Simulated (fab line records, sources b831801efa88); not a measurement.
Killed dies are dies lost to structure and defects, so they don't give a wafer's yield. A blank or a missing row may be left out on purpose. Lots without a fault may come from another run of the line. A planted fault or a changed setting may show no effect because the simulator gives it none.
Problem report in the 8D (eight disciplines) form, filled by code | flow gf180mcu | the parts of the form that need people (team, actions taken, sign-off) are left out

1. THE PROBLEM
rf_fwd_power_W at GF_V2_CVD_02 reads a mean of 692.8 W on 2 wafers of 2 lots; wafers without a fault read 596.2 W with a standard deviation of 2. That is +48 standard deviations from the usual mean.
The step: deposits SiO2 from TEOS, target thk 850 nm, time 94.851 s.
First seen on wafer L349.6, day 21 14:10, on pecvd-04. The record holds 39 wafers of 13 lots with a number at this step. Rule for "out", or "out of limits": more than 4 standard deviations from the usual mean. The other wafers with a number count as sound.

2. WHAT IT IS AND WHAT IT IS NOT
question                    | is                | is not
which readings at this step | rf_fwd_power_W    | heater_power_w
which lots                  | L349, L350        | L343, L344, L345, L346, L347, L348, L360, L362, L363, L364, L366
which wafers of those lots  | L349.6, L350.2    | L349.3, L349.4, L350.3, L350.4
read on which tools         | pecvd-04          | pecvd-01, pecvd-02
when                        | from day 21 14:10 | up to then (20 sound wafers); but 17 sound wafers of L350, L360, L362, L363, L364, L366 came after

3. SUSPECTS, AND WHAT RULES EACH OUT
Counting: a tool at a process step up to the reading stays a suspect if it ran every lot that is out. Sound lots after the first of them don't rule it out here, since some wafers of a struck lot are sound.
- pecvd-04 at GF_V2_CVD_02 (deposits SiO2 from TEOS, target thk 850 nm, time 94.851 s): kept. It ran every lot that is out, first L349 (day 21 14:10); its last sound lot up to then is L348 (day 21 07:41). Its own readings are out on those wafers: rf_fwd_power_W.
- Within pecvd-04 at GF_V2_CVD_02: the wafers that are out ran in chamber 0; their sound lot-mates ran in chambers 1, 2.
Left after counting: pecvd-04 at GF_V2_CVD_02.

4. THE CAUSE (what the simulator had put in)
Process parameter drift: pecvd-04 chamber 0, from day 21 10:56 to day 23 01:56, at GF_V2_CVD_02. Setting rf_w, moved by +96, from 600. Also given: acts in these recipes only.
Counting left only this tool.

5. THE CHAIN OF EFFECTS, in route order
Each row: a reading whose mean over the struck wafers that have a number lies more than 3 standard deviations from the usual. Only readings for which the record gives a usual standard deviation are gone through. hours: the time from each lot's start at the first step in this table that gives one to its start at this step, as a median over the lots. sigmas: the change in usual standard deviations.
hours | step         | reading        | usual   | on struck wafers | change | sigmas
0     | GF_V2_CVD_02 | rf_fwd_power_W | 596.2 W | 692.8            | +96.5  | +48
The process steps in it:
- GF_V2_CVD_02: deposits SiO2 from TEOS, target thk 850 nm, time 94.851 s.

6. WHAT WOULD HAVE CAUGHT IT SOONER
In this record the first reading out of limits was taken at day 21 14:10, 3 hours after the fault began at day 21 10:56.
